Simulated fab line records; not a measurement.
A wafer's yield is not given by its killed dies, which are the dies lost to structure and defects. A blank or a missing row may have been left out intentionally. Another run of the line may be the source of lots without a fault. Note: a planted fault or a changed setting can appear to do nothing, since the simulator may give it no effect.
Which tool is to blame? | flow gf180mcu | 39 wafers from 13 lots sampled at 5 of the route's 602 steps

## WHAT THE GAUGES READ, wafer by wafer
GF_NSD_CD_MEAS_07: target cd 400 nm.
lot  | measured     | on       | cdNm (nm)
L925 | day 13 09:25 | cdSem-01 | 396.3 396.5 398.7
L928 | day 14 10:40 | cdSem-02 | 401.4 403.3 401.0
L930 | day 15 03:50 | cdSem-02 | 401.6 400.4 401.3
L933 | day 16 03:53 | cdSem-01 | 405.4 403.9 403.6
L935 | day 16 18:02 | cdSem-01 | - - -
L936 | day 17 13:38 | cdSem-01 | 396.8 396.8 396.4
L938 | day 18 03:41 | cdSem-02 | 402.6 405.2 403.5
L943 | day 19 15:17 | cdSem-01 | 402.9 401.8 401.0
L944 | day 20 01:49 | cdSem-02 | 402.6 404.1 403.4
L945 | day 20 09:40 | cdSem-01 | 397.5 397.7 397.2
L946 | day 20 14:22 | cdSem-02 | 400.5 402.4 399.8
L947 | day 21 11:25 | cdSem-01 | 401.5 401.3 400.0
L948 | day 21 13:34 | cdSem-02 | 397.0 397.4 397.9

GF_NSD_TW_MEAS_12.
lot  | measured     | on           | NSD_TW
L925 | day 13 09:57 | filmMetro-02 | 4256 4247 4258
L928 | day 14 11:13 | filmMetro-02 | 4228 4259 4226
L930 | day 15 04:23 | filmMetro-02 | 4224 4246 4259
L933 | day 16 04:26 | filmMetro-03 | 4378 4357 4380
L935 | day 16 18:35 | filmMetro-02 | 30 30 30
L936 | day 17 14:11 | filmMetro-02 | 4293 4269 4264
L938 | day 18 04:14 | filmMetro-02 | 4243 4225 4263
L943 | day 19 15:50 | filmMetro-03 | 4353 4360 4378
L944 | day 20 02:22 | filmMetro-02 | 4205 4209 4212
L945 | day 20 10:14 | filmMetro-02 | 4221 4203 4222
L946 | day 20 14:56 | filmMetro-02 | 4248 4219 4240
L947 | day 21 11:58 | filmMetro-03 | 4339 4352 4344
L948 | day 21 14:08 | filmMetro-04 | 4136 4136 4130

GF_PSD_TW_MEAS_11.
lot  | measured     | on           | PSD_TW
L925 | day 14 06:22 | filmMetro-03 | 3254 3254 3250
L928 | day 15 09:53 | filmMetro-02 | 3186 3199 3177
L930 | day 16 02:38 | filmMetro-03 | 3271 3270 3265
L933 | day 17 03:07 | filmMetro-03 | 3239 3224 3240
L935 | day 17 18:05 | filmMetro-04 | 4155 4165 4153
L936 | day 18 13:58 | filmMetro-02 | 3182 3195 3177
L938 | day 19 03:16 | filmMetro-04 | 3109 3105 3111
L943 | day 20 16:13 | filmMetro-03 | 3266 3256 3256
L944 | day 21 02:30 | filmMetro-02 | 3149 3156 3162
L945 | day 21 10:11 | filmMetro-02 | 3147 3164 3152
L946 | day 21 15:23 | filmMetro-02 | 3161 3150 3145
L947 | day 22 11:16 | filmMetro-02 | 3130 3147 3128
L948 | day 22 14:07 | filmMetro-03 | 3276 3256 3265

GF_CONTACT_THK_MEAS_01.
lot  | measured     | on           | CONTACT_CVD_00_THK (nm)
L925 | day 15 05:36 | filmMetro-03 | 298 300 301
L928 | day 16 10:04 | filmMetro-04 | 295 299 297
L930 | day 17 02:11 | filmMetro-04 | 297 297 297
L933 | day 18 03:51 | filmMetro-03 | 303 306 298
L935 | day 18 19:24 | filmMetro-03 | 301 302 297
L936 | day 19 15:26 | filmMetro-03 | 299 296 301
L938 | day 20 04:37 | filmMetro-03 | 305 303 301
L943 | day 21 17:30 | filmMetro-04 | 301 307 304
L944 | day 22 03:59 | filmMetro-03 | 304 299 300
L945 | day 22 10:43 | filmMetro-04 | 302 306 305
L946 | day 22 15:51 | filmMetro-01 | 293 295 297
L947 | day 23 11:44 | filmMetro-01 | 300 307 301
L948 | day 23 14:57 | filmMetro-01 | 303 301 299

## WHAT TOOL EACH LOT RAN ON (gives the tool, then ch and the chambers of the sampled wafers, and finally the start)
lot  | GF_NSD_EXPOSE_04
L925 | ilineStepper-01 ch 0, day 12 23:44
L928 | ilineStepper-02 ch 0, day 14 00:57
L930 | ilineStepper-01 ch 0, day 14 17:03
L933 | ilineStepper-01 ch 0, day 15 17:34
L935 | ilineStepper-01 ch 0, day 16 07:23
L936 | ilineStepper-01 ch 0, day 17 02:26
L938 | ilineStepper-02 ch 0, day 17 16:19
L943 | ilineStepper-01 ch 0, day 19 03:20
L944 | ilineStepper-01 ch 0, day 19 14:07
L945 | ilineStepper-02 ch 0, day 19 22:42
L946 | ilineStepper-02 ch 0, day 20 02:23
L947 | ilineStepper-01 ch 0, day 21 00:23
L948 | ilineStepper-02 ch 0, day 21 01:53
- GF_NSD_EXPOSE_04: exposes mask Nplus, target cd 400 nm.

## AS READ BY THE TOOLS THEMSELVES (means over the sampled wafers that have a number; for cases with no such wafer, the mark the record gives instead)
The record holds no such reading with a usual standard deviation.

## THE ANSWER, worked out from the rows above alone
Rule: the usual values come from the lots themselves. The widest of any qualifying gaps counts: lots, ordered by their means at a reading, are off when they make up no more than a third of the lots, leave a main group of 4 or more, and stand apart from it by 3 or more times the standard deviation of that group's means. A main group is skipped when, at the precision printed for the reading in the tables above, its means are all equal. Also off: a lot with no number at a reading for which 4 or more lots have one. Any other lot the step has rows for is counted as sound. The gauges are gone through in route order, then the tools' own readings, and for those a lot's mean is taken as printed above. At the first step where some lot is off, the reading lying furthest off is the one used; lots without a number count as furthest.
Off, at GF_NSD_CD_MEAS_07 on cdNm: L935. Without a number there: L935. The main group has a mean of 400.6 nm with a standard deviation of 2.6.
If a tool, at a process step before that reading, ran all the lots that are off and no sound lot after the first of them, it fits. Not tried: the gauges at GF_NSD_CD_MEAS_07; whatever is off there is also off at GF_NSD_TW_MEAS_12, on other tools, and gauge error can't account for it. No candidate that was tried fits.

## WHAT THE SIMULATOR PUT IN
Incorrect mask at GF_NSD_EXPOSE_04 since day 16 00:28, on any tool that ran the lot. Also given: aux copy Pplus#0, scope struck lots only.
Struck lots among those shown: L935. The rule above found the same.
